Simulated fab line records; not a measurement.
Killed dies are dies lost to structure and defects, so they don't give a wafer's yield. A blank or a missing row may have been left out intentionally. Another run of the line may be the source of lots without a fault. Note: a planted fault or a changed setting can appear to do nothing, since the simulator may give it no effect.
A sampling plan put to the test || flow gf180mcu || one line in one fab, 22 faults in these records, each fault weighed on the records of the lots it struck
The plan is the line's own looks: the steps of the route at which a gauge or an inspection reads the wafer and doesn't change it. Where struck wafers have a number at a look and the file lists that look's usual mean and standard deviation on fault-free wafers, the look can be judged. Caught: 4 or more of those standard deviations (sigma) separate the usual mean from the mean of the struck wafers at a look after the fault's first step. On the tool: the identical test, applied to the tool's own readings at the steps of the fault. Another recipe on the struck wafers, or a record that is blank for them alone, also counts as caught.

THE FAULTS, as the simulator had put them in
1. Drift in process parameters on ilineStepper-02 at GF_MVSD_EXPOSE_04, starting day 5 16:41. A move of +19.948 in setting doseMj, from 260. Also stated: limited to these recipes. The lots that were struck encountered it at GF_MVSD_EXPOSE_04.
2. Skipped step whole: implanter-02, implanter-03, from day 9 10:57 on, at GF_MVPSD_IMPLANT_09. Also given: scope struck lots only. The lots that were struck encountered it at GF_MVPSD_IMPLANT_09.
3. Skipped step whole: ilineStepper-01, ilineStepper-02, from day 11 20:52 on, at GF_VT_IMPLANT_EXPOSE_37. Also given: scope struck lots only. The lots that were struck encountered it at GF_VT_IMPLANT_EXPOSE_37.
4. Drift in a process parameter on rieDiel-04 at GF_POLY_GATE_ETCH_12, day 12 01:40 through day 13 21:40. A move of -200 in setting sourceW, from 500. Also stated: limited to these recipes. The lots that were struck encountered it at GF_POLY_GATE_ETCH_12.
5. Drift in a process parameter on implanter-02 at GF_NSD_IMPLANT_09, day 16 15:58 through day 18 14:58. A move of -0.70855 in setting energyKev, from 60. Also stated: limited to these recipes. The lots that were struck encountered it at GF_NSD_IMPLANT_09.
6. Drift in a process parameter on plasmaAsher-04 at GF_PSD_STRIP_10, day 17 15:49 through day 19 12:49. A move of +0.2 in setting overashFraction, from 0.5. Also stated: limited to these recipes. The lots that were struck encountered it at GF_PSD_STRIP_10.
7. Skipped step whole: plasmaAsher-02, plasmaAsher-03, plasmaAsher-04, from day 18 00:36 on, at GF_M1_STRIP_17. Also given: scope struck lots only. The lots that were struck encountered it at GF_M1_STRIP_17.
8. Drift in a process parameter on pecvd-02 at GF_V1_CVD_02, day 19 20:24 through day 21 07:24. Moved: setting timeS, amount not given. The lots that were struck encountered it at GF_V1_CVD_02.
9. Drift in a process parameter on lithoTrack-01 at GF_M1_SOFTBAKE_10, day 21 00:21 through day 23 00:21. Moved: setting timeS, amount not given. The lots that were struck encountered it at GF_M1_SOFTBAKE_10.
10. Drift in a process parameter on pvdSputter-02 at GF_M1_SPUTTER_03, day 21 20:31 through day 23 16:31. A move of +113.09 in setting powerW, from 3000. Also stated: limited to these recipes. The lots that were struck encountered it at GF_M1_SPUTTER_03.
11. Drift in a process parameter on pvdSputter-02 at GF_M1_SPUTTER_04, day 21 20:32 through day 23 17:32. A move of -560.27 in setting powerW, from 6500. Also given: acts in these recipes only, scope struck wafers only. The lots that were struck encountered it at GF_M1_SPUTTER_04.
12. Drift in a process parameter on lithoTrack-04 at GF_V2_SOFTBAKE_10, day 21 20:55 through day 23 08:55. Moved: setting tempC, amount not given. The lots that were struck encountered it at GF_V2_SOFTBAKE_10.
13. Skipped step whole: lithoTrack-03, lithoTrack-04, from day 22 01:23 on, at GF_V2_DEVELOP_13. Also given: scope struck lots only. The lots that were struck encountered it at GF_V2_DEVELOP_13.
14. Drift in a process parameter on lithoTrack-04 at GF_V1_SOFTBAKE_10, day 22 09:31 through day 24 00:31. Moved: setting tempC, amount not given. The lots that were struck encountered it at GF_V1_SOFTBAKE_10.
15. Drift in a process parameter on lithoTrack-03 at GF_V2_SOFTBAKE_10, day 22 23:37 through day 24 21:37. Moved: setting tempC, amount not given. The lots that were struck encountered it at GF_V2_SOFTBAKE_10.
16. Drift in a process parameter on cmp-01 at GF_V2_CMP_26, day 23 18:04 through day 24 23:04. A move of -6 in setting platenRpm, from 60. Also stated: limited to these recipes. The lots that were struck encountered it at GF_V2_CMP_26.
17. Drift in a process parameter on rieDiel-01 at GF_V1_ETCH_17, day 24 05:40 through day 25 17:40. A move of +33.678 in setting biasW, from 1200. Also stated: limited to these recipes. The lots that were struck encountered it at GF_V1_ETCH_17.
18. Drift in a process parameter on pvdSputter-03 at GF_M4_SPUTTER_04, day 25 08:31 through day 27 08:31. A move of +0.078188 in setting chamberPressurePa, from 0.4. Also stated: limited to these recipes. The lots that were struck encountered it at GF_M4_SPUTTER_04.
19. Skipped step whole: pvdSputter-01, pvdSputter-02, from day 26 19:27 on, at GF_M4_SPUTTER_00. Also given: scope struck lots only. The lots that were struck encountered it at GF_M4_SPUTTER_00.
20. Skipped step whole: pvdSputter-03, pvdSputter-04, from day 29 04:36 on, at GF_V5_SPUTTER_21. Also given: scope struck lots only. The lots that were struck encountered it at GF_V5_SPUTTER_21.
21. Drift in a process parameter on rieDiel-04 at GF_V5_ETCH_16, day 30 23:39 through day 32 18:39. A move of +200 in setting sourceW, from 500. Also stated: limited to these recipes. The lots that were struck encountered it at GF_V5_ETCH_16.
22. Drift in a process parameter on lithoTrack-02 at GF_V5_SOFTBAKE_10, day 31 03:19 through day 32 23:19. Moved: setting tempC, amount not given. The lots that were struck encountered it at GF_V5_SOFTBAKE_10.

WHAT THE PLAN SAW
{"fault": 1, "on the tool itself": "exposureDoseMJCm2 +71 sigma", "first look that catches it": "none of the 2 looks that can be judged after it", "reading, sigma": "-", "median hours from its first step to that look": "-", "hours from the fault's start to the first struck lot there": "-", "judged looks passed uncaught": 2}
{"fault": 2, "on the tool itself": "the tool's record is blank for the struck wafers", "first look that catches it": "GF_MVPSD_TW_MEAS_11", "reading, sigma": "MVPSD_TW -4.6", "median hours from its first step to that look": 0.2, "hours from the fault's start to the first struck lot there": 0, "judged looks passed uncaught": 0}
{"fault": 3, "on the tool itself": "no reading that can be judged", "first look that catches it": "no look after it can be judged", "reading, sigma": "-", "median hours from its first step to that look": "-", "hours from the fault's start to the first struck lot there": "-", "judged looks passed uncaught": 0}
{"fault": 4, "on the tool itself": "rfFwdPowerW -99 or beyond sigma", "first look that catches it": "no look after it can be judged", "reading, sigma": "-", "median hours from its first step to that look": "-", "hours from the fault's start to the first struck lot there": "-", "judged looks passed uncaught": 0}
{"fault": 5, "on the tool itself": "beamEnergyKeV -40 sigma", "first look that catches it": "not the one look that can be judged after it", "reading, sigma": "-", "median hours from its first step to that look": "-", "hours from the fault's start to the first struck lot there": "-", "judged looks passed uncaught": 1}
{"fault": 6, "on the tool itself": "oesProductAu -9.4 sigma", "first look that catches it": "no look after it can be judged", "reading, sigma": "-", "median hours from its first step to that look": "-", "hours from the fault's start to the first struck lot there": "-", "judged looks passed uncaught": 0}
{"fault": 7, "on the tool itself": "the tool's record is blank for the struck wafers", "first look that catches it": "not the one look that can be judged after it", "reading, sigma": "-", "median hours from its first step to that look": "-", "hours from the fault's start to the first struck lot there": "-", "judged looks passed uncaught": 1}
{"fault": 8, "on the tool itself": "runLengthS +4.8 sigma", "first look that catches it": "none of the 2 looks that can be judged after it", "reading, sigma": "-", "median hours from its first step to that look": "-", "hours from the fault's start to the first struck lot there": "-", "judged looks passed uncaught": 2}
{"fault": 9, "on the tool itself": "runLengthS +16 sigma", "first look that catches it": "not the one look that can be judged after it", "reading, sigma": "-", "median hours from its first step to that look": "-", "hours from the fault's start to the first struck lot there": "-", "judged looks passed uncaught": 1}
{"fault": 10, "on the tool itself": "cathodeDcPowerW +99 or beyond sigma", "first look that catches it": "not the one look that can be judged after it", "reading, sigma": "-", "median hours from its first step to that look": "-", "hours from the fault's start to the first struck lot there": "-", "judged looks passed uncaught": 1}
{"fault": 11, "on the tool itself": "cathodeDcPowerW -99 or beyond sigma", "first look that catches it": "none of the 2 looks that can be judged after it", "reading, sigma": "-", "median hours from its first step to that look": "-", "hours from the fault's start to the first struck lot there": "-", "judged looks passed uncaught": 2}
{"fault": 12, "on the tool itself": "heaterPowerTotalW -50 sigma", "first look that catches it": "GF_V2_CD_MEAS_14", "reading, sigma": "cdNm -7.0", "median hours from its first step to that look": 12.4, "hours from the fault's start to the first struck lot there": 14, "judged looks passed uncaught": 0}
{"fault": 13, "on the tool itself": "the tool's record is blank for the struck wafers", "first look that catches it": "no look after it can be judged", "reading, sigma": "-", "median hours from its first step to that look": "-", "hours from the fault's start to the first struck lot there": "-", "judged looks passed uncaught": 0}
{"fault": 14, "on the tool itself": "heaterPowerTotalW -99 or beyond sigma", "first look that catches it": "GF_V1_CD_MEAS_14", "reading, sigma": "cdNm -14", "median hours from its first step to that look": 11.5, "hours from the fault's start to the first struck lot there": 15, "judged looks passed uncaught": 0}
{"fault": 15, "on the tool itself": "heaterPowerTotalW +47 sigma", "first look that catches it": "GF_V2_CD_MEAS_14", "reading, sigma": "cdNm +6.7", "median hours from its first step to that look": 11.3, "hours from the fault's start to the first struck lot there": 24, "judged looks passed uncaught": 0}
{"fault": 16, "on the tool itself": "platenRpm -99 or beyond sigma", "first look that catches it": "no look after it can be judged", "reading, sigma": "-", "median hours from its first step to that look": "-", "hours from the fault's start to the first struck lot there": "-", "judged looks passed uncaught": 0}
{"fault": 17, "on the tool itself": "biasW +9.1 sigma", "first look that catches it": "no look after it can be judged", "reading, sigma": "-", "median hours from its first step to that look": "-", "hours from the fault's start to the first struck lot there": "-", "judged looks passed uncaught": 0}
{"fault": 18, "on the tool itself": "chamberPressurePa +89 sigma", "first look that catches it": "not the one look that can be judged after it", "reading, sigma": "-", "median hours from its first step to that look": "-", "hours from the fault's start to the first struck lot there": "-", "judged looks passed uncaught": 1}
{"fault": 19, "on the tool itself": "the tool's record is blank for the struck wafers", "first look that catches it": "no look after it can be judged", "reading, sigma": "-", "median hours from its first step to that look": "-", "hours from the fault's start to the first struck lot there": "-", "judged looks passed uncaught": 0}
{"fault": 20, "on the tool itself": "the tool's record is blank for the struck wafers", "first look that catches it": "no look after it can be judged", "reading, sigma": "-", "median hours from its first step to that look": "-", "hours from the fault's start to the first struck lot there": "-", "judged looks passed uncaught": 0}
{"fault": 21, "on the tool itself": "rfFwdPowerW +99 or beyond sigma", "first look that catches it": "not the one look that can be judged after it", "reading, sigma": "-", "median hours from its first step to that look": "-", "hours from the fault's start to the first struck lot there": "-", "judged looks passed uncaught": 1}
{"fault": 22, "on the tool itself": "heaterPowerTotalW -63 sigma", "first look that catches it": "GF_V5_CD_MEAS_14", "reading, sigma": "cdNm -5.6", "median hours from its first step to that look": 9.7, "hours from the fault's start to the first struck lot there": 17, "judged looks passed uncaught": 0}
Dash: fault not caught, or number not given in these records.

Caught at a look: 5 of 22. Caught on the tool: 21 of 22. By one or the other: 21 of 22.
Caught on the tool alone: faults 1, 4, 5, 6, 7, 8, 9, 10, 11, 13, 16, 17, 18, 19, 20, 21.
Caught by neither: fault 3.

THINNER SAMPLING
Were the look that catches a fault to measure just every second or every third lot (counted by lot number), the first struck lot would, at worst, be measured this late:
{"fault": 2, "struck lots at that look, in order of time": "L450, L451", "every lot": "0 h", "every second lot": "6 h", "every third lot": "may miss all 2"}
{"fault": 12, "struck lots at that look, in order of time": "L815, L818", "every lot": "14 h", "every second lot": "46 h", "every third lot": "may miss all 2"}
{"fault": 14, "struck lots at that look, in order of time": "L328, L331", "every lot": "15 h", "every second lot": "37 h", "every third lot": "may miss all 2"}
{"fault": 15, "struck lots at that look, in order of time": "L547, L548", "every lot": "24 h", "every second lot": "34 h", "every third lot": "may miss all 2"}
{"fault": 22, "struck lots at that look, in order of time": "L267, L270", "every lot": "17 h", "every second lot": "35 h", "every third lot": "may miss all 2"}
Hours are from the fault's start to the first struck lot that is measured. 4 sigma limit: tested on the pooled struck wafers, so a lone lot may be under it. Other struck lots may not be in these records.

THE LONGEST TIMED WAY FROM STEP TO LOOK
For fault 12, GF_V2_SOFTBAKE_10 and GF_V2_CD_MEAS_14 are separated by a median of 12.4 hours. No look between them can be judged.
